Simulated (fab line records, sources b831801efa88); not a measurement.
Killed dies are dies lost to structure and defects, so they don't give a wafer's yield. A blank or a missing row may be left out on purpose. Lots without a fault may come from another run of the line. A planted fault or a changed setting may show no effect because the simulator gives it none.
fab line records | flow sky130
record lots=14 wafers=42 last_day=50
route steps=708 shown METAL1@434 PAD_OPEN@708
lots that met no fault: from a run of the same line without faults
start_h: hours from the record's first day to the start of the lot's first wafer shown | wait_h: hours since the lot's step before | " the same as in the row above | L1.1+2: a row that stands for several wafers | - no value, or no start given | * or withheld: withheld | < > ~ a bound
route shown NAME@n: a module of which the file shows steps, and the number in the route of the first | usual: mean/standard deviation of fault-free wafers | same: alike in all rows | chamber/n: place in a boat | sites: the reading at each site | _std_site: their standard deviation | _edge_site: outer sites' mean less inner sites' | radius_mm: how far each site lies from the wafer's centre | mask NAME#n: copy n | behind: the tool/chamber that last shaped the wafer | hold: why the lot was held/for how many hours/how that ended | device: the transistor (n, p or np) that didn't switch | end of line: the same wafers' tests at the end of the route | a step without rows: its recipe alone | killed: dies lost to structure and defects at the first sort, not the wafer's yield | map: a wafer's dies, x killed, . not, _ none there
set.NAME: the setting as run; set.NAME@STEP: as run at that earlier step | model.NAME: the simulator's own value behind a step, which no gauge read
steps of the route over a sample of lots; a table a step, a row a wafer
## steps
# step SKY_METAL1_SPUTTER_00
# recipe material=Ti target_thk_nm=15 power_w=3000 time_s=10 chamber_pressure_pa=0.4
# usual cathode_dc_power_W=3000.0/0.51 chamber_pressure_pa=0.4002/0.00078 throttle_valve_pct=29.7/0.92
# columns lot.wafer tool chamber start_h wait_h cathode_dc_power_W chamber_pressure_pa throttle_valve_pct
L701.1 pvd_sputter-01 - 740.53 0.1 2999.7 0.4008 30.0
L701.4 " - " " 2999.9 0.4019 30.2
L701.6 " - " " 2999.7 0.3997 29.6
L703.1 pvd_sputter-01 - 761.30 0.1 2999.6 0.4000 30.2
L703.3 " - " " 3000.6 0.4016 29.9
L703.6 " - " " 3001.4 0.3995 28.8
L705.2 pvd_sputter-02 - 779.00 0.2 3000.8 0.3999 29.3
L705.3 " - " " 2999.7 0.4009 29.0
L705.4 " - " " 3000.1 0.4001 29.8
L708.2 pvd_sputter-04 - 805.41 0.2 2999.8 0.4002 30.4
L708.4 " - " " 3000.0 0.4001 30.4
L708.5 " - " " 2998.7 0.4003 27.4
L709.1 pvd_sputter-01 - 809.02 0.1 3000.7 0.3996 30.1
L709.3 " - " " 2999.8 0.4003 29.7
L709.5 " - " " 3000.5 0.4011 30.3
L710.2 pvd_sputter-04 - 815.25 0.2 3001.1 0.4002 30.5
L710.3 " - " " 3000.0 0.4016 27.6
L710.4 " - " " 2999.1 0.4003 30.2
L711.2 pvd_sputter-04 - 823.30 0.2 2999.8 0.3997 30.3
L711.3 " - " " 3000.3 0.4012 27.5
L711.6 " - " " 3000.2 0.4016 30.5
L712.1 pvd_sputter-04 - 831.73 0.1 2999.7 0.4005 30.5
L712.2 " - " " 2998.9 0.3999 30.3
L712.4 " - " " 2999.7 0.4005 27.4
L713.2 pvd_sputter-01 - 842.05 0.1 3000.3 0.4000 30.2
L713.5 " - " " 3001.4 0.4009 29.6
L713.6 " - " " 2999.8 0.3996 30.5
L714.2 pvd_sputter-01 - 850.66 0.2 2999.5 0.4005 29.5
L714.4 " - " " 3000.5 0.3988 28.7
L714.6 " - " " 2999.7 0.3990 28.7
L715.2 pvd_sputter-02 - 852.30 0.2 2999.7 0.3993 30.8
L715.4 " - " " 2999.6 0.4012 29.3
L715.5 " - " " 3000.3 0.4002 31.1
L720.1 pvd_sputter-01 - 893.19 0.1 - - -
L720.2 " - " " - - -
L720.3 " - " " - - -
L721.4 pvd_sputter-04 - 901.51 0.2 - - -
L721.5 " - " " - - -
L721.6 " - " " - - -
L723.1 pvd_sputter-01 - 911.61 0.2 3000.2 0.4007 30.1
L723.2 " - " " 3000.1 0.4010 29.5
L723.6 " - " " 3001.0 0.4007 30.1
# step SKY_PAD_OPEN_PROBE_99
# usual defect_limited_yield=82.5/1.7 killed_at_M0_to_M3=43/6.7 killed_at_M4_up=3.2/1.8 killed_at_contacts=24/4.8 killed_at_front_end=16/4.2 killed_at_other=0.3/0.56 killed_dies=86/8.5 killed_open=47/6.7 killed_short=39/6 sort_bin_3_pad_short=0.9/0.45 sort_bin_5_function=10.3/1.6 sort_bin_6_memory=6.3/1 sort_n_pass=406/8.5 sort_yield_pct=82.5/1.7
# same gross_dies=492 killed_at_back_side=0 sort_bin_4_leakage[%]=0 sort_bin_8_speed[%]=0
# columns lot.wafer tool chamber start_h wait_h defect_limited_yield[%] killed_at_M0_to_M3 killed_at_M4_up killed_at_contacts killed_at_front_end killed_at_other killed_dies killed_open killed_short sort_bin_3_pad_short[%] sort_bin_5_function[%] sort_bin_6_memory[%] sort_n_pass sort_yield_pct[%]
L715.2 prober-02 - 1160.56 0.1 83.1 52 2 19 10 0 83 46 37 0.6 10.2 6.1 409 83.1
L715.4 prober-02 - 1160.66 0.2 82.7 45 1 26 13 0 85 42 43 1.8 9.6 5.9 407 82.7
L715.5 prober-02 - 1160.71 0.2 81.1 45 6 28 14 0 93 52 41 0.8 11.2 6.9 399 81.1
# killed by level:class
L715.2 VIA1:geometric_particle:open=14 VIA2:geometric_particle:open=7 METAL3:geometric_particle:short=7 LI_CONTACT:geometric_particle:open=6 VIA3:geometric_particle:open=6 METAL2:geometric_particle:short=5 FIELD_ISO:geometric_particle:open=4 CONTACT:geometric_particle:open=4
L715.4 LI_CONTACT:geometric_particle:open=9 CONTACT:geometric_particle:open=7 METAL1:geometric_particle:short=7 POLY_GATE:geometric_particle:open=6 LOCAL_INTERCONNECT:geometric_particle:short=6 VIA1:geometric_particle:short=6 VIA3:geometric_particle:open=5 METAL2:geometric_particle:short=5
L715.5 METAL2:geometric_particle:short=14 LI_CONTACT:geometric_particle:open=11 CONTACT:geometric_particle:open=9 VIA1:geometric_particle:open=8 FIELD_ISO:geometric_particle:short=6 VIA2:geometric_particle:open=6 VIA3:geometric_particle:open=6 VIA1:geometric_particle:short=5
## key
first_sign step=SKY_METAL1_SPUTTER_00 reading=tool_record direction=missing
effect none on later readings
met_at SKY_METAL1_SPUTTER_00
struck_lots L720,L721
onset_between 850.66 893.19
fault kind=skipped_step_whole tool=pvd_sputter-01,pvd_sputter-04 chamber=- onset_h=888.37 steps=SKY_METAL1_SPUTTER_00 scope=struck_lots_only
